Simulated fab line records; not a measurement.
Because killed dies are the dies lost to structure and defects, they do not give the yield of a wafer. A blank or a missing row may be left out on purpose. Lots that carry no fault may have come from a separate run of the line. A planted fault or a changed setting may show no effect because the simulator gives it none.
Which tool did it?	flow gf180mcu	13 lots, 39 wafers sampled, at 5 steps of a route of 602

## WHAT EACH GAUGE READ, for each wafer
GF_DNWELL_TW_MEAS_09.
lot	measured	on	DNWELL_TW
L704	day 3 13:11	filmMetro-03	1335 1340 1344
L706	day 3 21:22	filmMetro-03	1341 1341 1345
L707	day 3 21:41	filmMetro-03	1342 1336 1342
L712	day 4 17:20	filmMetro-02	1120 1116 1118
L713	day 4 21:26	filmMetro-02	1126 1123 1128
L718	day 5 21:38	filmMetro-02	1367 1366 1368
L719	day 6 02:10	filmMetro-02	1371 1371 1368
L720	day 6 08:09	filmMetro-04	1348 1346 1349
L721	day 6 12:07	filmMetro-04	1358 1356 1355
L723	day 6 22:23	filmMetro-04	1360 1355 1356
L725	day 7 09:54	filmMetro-02	1353 1339 1345
L726	day 7 13:57	filmMetro-03	1330 1330 1324
L727	day 7 19:34	filmMetro-04	1331 1343 1336

GF_NWELL_TW_MEAS_11.
lot	measured	on	NWELL_TW
L704	day 4 01:09	filmMetro-01	1585 1587 1580
L706	day 4 10:20	filmMetro-03	1549 1569 1560
L707	day 4 10:26	filmMetro-01	1586 1588 1588
L712	day 5 08:04	filmMetro-02	1575 1582 1583
L713	day 5 11:53	filmMetro-01	1586 1593 1582
L718	day 6 12:37	filmMetro-03	1556 1563 1568
L719	day 6 17:45	filmMetro-01	1576 1580 1583
L720	day 6 23:26	filmMetro-02	1585 1588 1589
L721	day 7 03:37	filmMetro-02	1573 1569 1565
L723	day 7 14:08	filmMetro-03	1563 1557 1562
L725	day 8 01:53	filmMetro-02	1590 1596 1585
L726	day 8 05:11	filmMetro-02	1583 1589 1583
L727	day 8 10:46	filmMetro-02	1587 1595 1584

GF_MVPSD_TW_MEAS_11.
lot	measured	on	MVPSD_TW
L704	day 5 18:20	filmMetro-03	547 549 548
L706	day 6 05:33	filmMetro-03	548 550 549
L707	day 6 06:11	filmMetro-02	554 558 557
L712	day 7 05:32	filmMetro-02	548 549 551
L713	day 7 08:41	filmMetro-02	549 552 551
L718	day 8 11:41	filmMetro-03	547 548 550
L719	day 8 17:29	filmMetro-02	560 559 558
L720	day 9 00:38	filmMetro-01	556 558 556
L721	day 9 03:57	filmMetro-01	557 560 559
L723	day 9 15:20	filmMetro-02	558 557 561
L725	day 10 04:14	filmMetro-02	560 556 556
L726	day 10 08:08	filmMetro-02	558 559 557
L727	day 10 13:22	filmMetro-03	548 550 552

## TOOL THAT RAN EACH LOT (tool first, then ch and the chambers of the sampled wafers, then the start)
lot	GF_DNWELL_IMPLANT_07	GF_MVPSD_STRIP_10
L704	implanter-02 ch 0, day 3 12:56	plasmaAsher-04 ch 0,1, day 5 18:14
L706	implanter-01 ch 0, day 3 21:08	plasmaAsher-04 ch 0,1, day 6 05:28
L707	implanter-04 ch 0, day 3 21:26	plasmaAsher-02 ch 0,1, day 6 06:05
L712	implanter-04 ch 0, day 4 17:05	plasmaAsher-01 ch 1, day 7 05:26
L713	implanter-04 ch 0, day 4 21:11	plasmaAsher-01 ch 0,1, day 7 08:35
L718	implanter-01 ch 0, day 5 21:23	plasmaAsher-02 ch 0,1, day 8 11:35
L719	implanter-01 ch 0, day 6 01:56	plasmaAsher-04 ch 0,1, day 8 17:25
L720	implanter-02 ch 0, day 6 07:55	plasmaAsher-02 ch 0,1, day 9 00:32
L721	implanter-02 ch 0, day 6 11:53	plasmaAsher-04 ch 0,1, day 9 03:52
L723	implanter-02 ch 0, day 6 22:08	plasmaAsher-02 ch 0,1, day 9 15:14
L725	implanter-01 ch 0, day 7 09:40	plasmaAsher-02 ch 0,1, day 10 04:08
L726	implanter-02 ch 0, day 7 13:43	plasmaAsher-04 ch 1, day 10 08:02
L727	implanter-01 ch 0, day 7 19:22	plasmaAsher-02 ch 0,1, day 10 13:16
- GF_DNWELL_IMPLANT_07
- GF_MVPSD_STRIP_10: strips in O2/N2.

## WHAT THE TOOLS THEMSELVES READ (means of the sampled wafers that have a number; where no wafer has one, the mark that the record gives instead)
GF_DNWELL_IMPLANT_07.
lot	tool	doseIonsCm2	faradayCurrentUA
L704	implanter-02	1e+13	56.8
L706	implanter-01	1e+13	54.9
L707	implanter-04	1e+13	56.9
L712	implanter-04	5e+12	29.8
L713	implanter-04	5e+12	30.3
L718	implanter-01	1e+13	57.1
L719	implanter-01	1e+13	56.1
L720	implanter-02	1e+13	56.0
L721	implanter-02	1e+13	56.8
L723	implanter-02	1e+13	55.7
L725	implanter-01	1e+13	57.0
L726	implanter-02	1e+13	56.9
L727	implanter-01	1e+13	55.9

GF_MVPSD_STRIP_10.
lot	tool	chamberPressureMTorr (mTorr)	drypumpMotorCurrentA (A)	heaterPowerW (W)	oesProductAu (a.u.)	stripTimeToEndpointS (s)
L704	plasmaAsher-04	1499.6	5.7	367	0.722	36.93
L706	plasmaAsher-04	1501.6	5.7	375	0.722	36.96
L707	plasmaAsher-02	1498.8	5.4	320	0.719	36.94
L712	plasmaAsher-01	1498.4	5.7	301	0.725	36.90
L713	plasmaAsher-01	1499.0	5.6	305	0.721	37.05
L718	plasmaAsher-02	1500.6	5.4	312	0.719	37.04
L719	plasmaAsher-04	1500.2	5.7	372	0.719	36.98
L720	plasmaAsher-02	1500.4	5.4	323	0.728	36.92
L721	plasmaAsher-04	1499.7	5.7	371	0.722	36.97
L723	plasmaAsher-02	1499.9	5.4	326	0.721	36.97
L725	plasmaAsher-02	1498.8	5.4	310	0.725	37.07
L726	plasmaAsher-04	1500.3	6.3	302	0.720	36.82
L727	plasmaAsher-02	1499.6	5.4	325	0.728	37.00

## THE ANSWER, worked out from the rows above alone
Rule: what is usual is taken from the lots themselves. Put in order of their means at a reading, lots are off if they are a third of the lots or fewer, leave a main group of 4 or more, and stand apart from it by a gap of 3 or more times the standard deviation of the main group's means; of several such gaps the widest counts. A main group is skipped when, at the precision printed for the reading in the tables above, its means are all equal. A lot without any number at a reading at which 4 lots or more have one is off too. Any other lot the step has rows for is counted as sound. Order of review: gauges by route order, followed by the tools' own readings, for which a lot's mean as printed above is used. The first step at which some lot is off is used, and at that step the reading that is off furthest; a lot without a number counts as furthest.
Off: at GF_DNWELL_TW_MEAS_09 (DNWELL_TW), L712, L713. The main group: mean 1348, standard deviation 12.
A tool fits if, at a process step before that reading, it ran every lot that is off, and no sound lot after the first of them. The gauges at GF_DNWELL_TW_MEAS_09 aren't tried: what is off there is off at GF_DNWELL_IMPLANT_07 too, on other tools, and a gauge's error can't cause that. One fits: implanter-04 at GF_DNWELL_IMPLANT_07. Its last sound lot is L707 (day 3 21:26), its first lot that is off L712 (day 4 17:05): a fault that began between those two fits.
The tool's own readings at GF_DNWELL_IMPLANT_07 bear it out: on the lots that are off they differ by more than 5 times the standard deviation of the sound lots' means. doseIonsCm2 reads 5e+12 there against 1e+13 on the sound lots; faradayCurrentUA reads 30.1 there against 56.4 on the sound lots.

## WHAT THE SIMULATOR HAD PUT IN
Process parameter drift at GF_DNWELL_IMPLANT_07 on implanter-04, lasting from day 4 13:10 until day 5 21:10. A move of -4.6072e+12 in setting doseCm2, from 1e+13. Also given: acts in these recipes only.
Lots struck among those shown: L712, L713. The rule given above showed the same thing.
